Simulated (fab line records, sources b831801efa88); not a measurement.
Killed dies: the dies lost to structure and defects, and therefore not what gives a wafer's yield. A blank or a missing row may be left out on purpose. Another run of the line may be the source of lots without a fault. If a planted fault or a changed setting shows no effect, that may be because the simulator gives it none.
Which tool was responsible? / flow sfq-line / 7 lots, 21 wafers sampled, at 4 steps of a route of 325

WHAT THE GAUGES READ, wafer by wafer
SFQ_M3_OVL_MEAS_921.
lot=L524; measured=day 28 07:24; on=overlay-02; M3_OVL (nm)=10 0 4
lot=L526; measured=day 29 02:37; on=overlay-01; M3_OVL (nm)=10 12 7
lot=L529; measured=day 30 03:48; on=overlay-01; M3_OVL (nm)=8 1 -1
lot=L537; measured=day 34 02:49; on=overlay-01; M3_OVL (nm)=-3 0 -6
lot=L541; measured=day 35 02:49; on=overlay-02; M3_OVL (nm)=0 2 -1
lot=L543; measured=day 35 11:13; on=overlay-02; M3_OVL (nm)=6 14 6
lot=L545; measured=day 35 19:36; on=overlay-01; M3_OVL (nm)=8 -1 5

WHICH TOOL RAN EACH LOT (tool, then ch and the chambers of the sampled wafers, then the start)
lot=L524; SFQ_TRILAYER_I0_DEP_PECVD_027=pecvd-03 ch 0,1, day 7 23:20; SFQ_TRILAYER_I0_CMP_CMP_028=cmp-01 ch 0,3, day 7 23:24; SFQ_TRILAYER_M2_STRIP_STRIP_061=rie-metal-01 ch 0, day 20 16:24
lot=L526; SFQ_TRILAYER_I0_DEP_PECVD_027=pecvd-03 ch 0,1,2, day 8 11:36; SFQ_TRILAYER_I0_CMP_CMP_028=cmp-01 ch 0,3, day 8 11:53; SFQ_TRILAYER_M2_STRIP_STRIP_061=rie-metal-04 ch 0,1, day 21 17:37
lot=L529; SFQ_TRILAYER_I0_DEP_PECVD_027=pecvd-03 ch 0,1,2, day 9 06:32; SFQ_TRILAYER_I0_CMP_CMP_028=cmp-02 ch 0,2, day 9 07:33; SFQ_TRILAYER_M2_STRIP_STRIP_061=rie-metal-04 ch 0,1, day 22 13:49
lot=L537; SFQ_TRILAYER_I0_DEP_PECVD_027=pecvd-02 ch 0,1, day 11 11:22; SFQ_TRILAYER_I0_CMP_CMP_028=cmp-01 ch 0,1, day 11 22:17; SFQ_TRILAYER_M2_STRIP_STRIP_061=rie-metal-04 ch 0,1, day 26 04:17
lot=L541; SFQ_TRILAYER_I0_DEP_PECVD_027=pecvd-02 ch 0,1,2, day 12 08:31; SFQ_TRILAYER_I0_CMP_CMP_028=cmp-02 ch 0,2,3, day 12 21:31; SFQ_TRILAYER_M2_STRIP_STRIP_061=rie-metal-04 ch 0,1, day 27 04:13
lot=L543; SFQ_TRILAYER_I0_DEP_PECVD_027=pecvd-04 ch 1,2, day 12 18:05; SFQ_TRILAYER_I0_CMP_CMP_028=cmp-01 ch 0,1,3, day 13 05:44; SFQ_TRILAYER_M2_STRIP_STRIP_061=rie-metal-02 ch 0,1, day 27 10:01
lot=L545; SFQ_TRILAYER_I0_DEP_PECVD_027=pecvd-04 ch 0,2, day 13 04:29; SFQ_TRILAYER_I0_CMP_CMP_028=cmp-01 ch 0,2, day 13 16:44; SFQ_TRILAYER_M2_STRIP_STRIP_061=rie-metal-02 ch 0,1, day 28 02:49
- SFQ_TRILAYER_I0_DEP_PECVD_027: deposits SiO2 from SiH4/N2O, time 111.11 s, target thk 500 nm.
- SFQ_TRILAYER_I0_CMP_CMP_028: polishes SiO2.
- SFQ_TRILAYER_M2_STRIP_STRIP_061: strips in O2.

THE ANSWER, worked out from the rows above alone
Rule: the lots themselves supply what counts as usual. Put in order of their means at a reading, lots are off if they are a third of the lots or fewer, leave a main group of 4 or more, and stand apart from it by a gap of 3 or more times the standard deviation of the main group's means; of several such gaps the widest counts. A main group whose means are all the same, to the digits that the tables above print for the reading, isn't used. Also off: a lot with no number at a reading for which 4 or more lots have one. Any other lot the step has rows for is counted as sound.
Nothing can be told from this: no lot is off at any reading shown.

WHAT WAS PUT IN BY THE SIMULATOR
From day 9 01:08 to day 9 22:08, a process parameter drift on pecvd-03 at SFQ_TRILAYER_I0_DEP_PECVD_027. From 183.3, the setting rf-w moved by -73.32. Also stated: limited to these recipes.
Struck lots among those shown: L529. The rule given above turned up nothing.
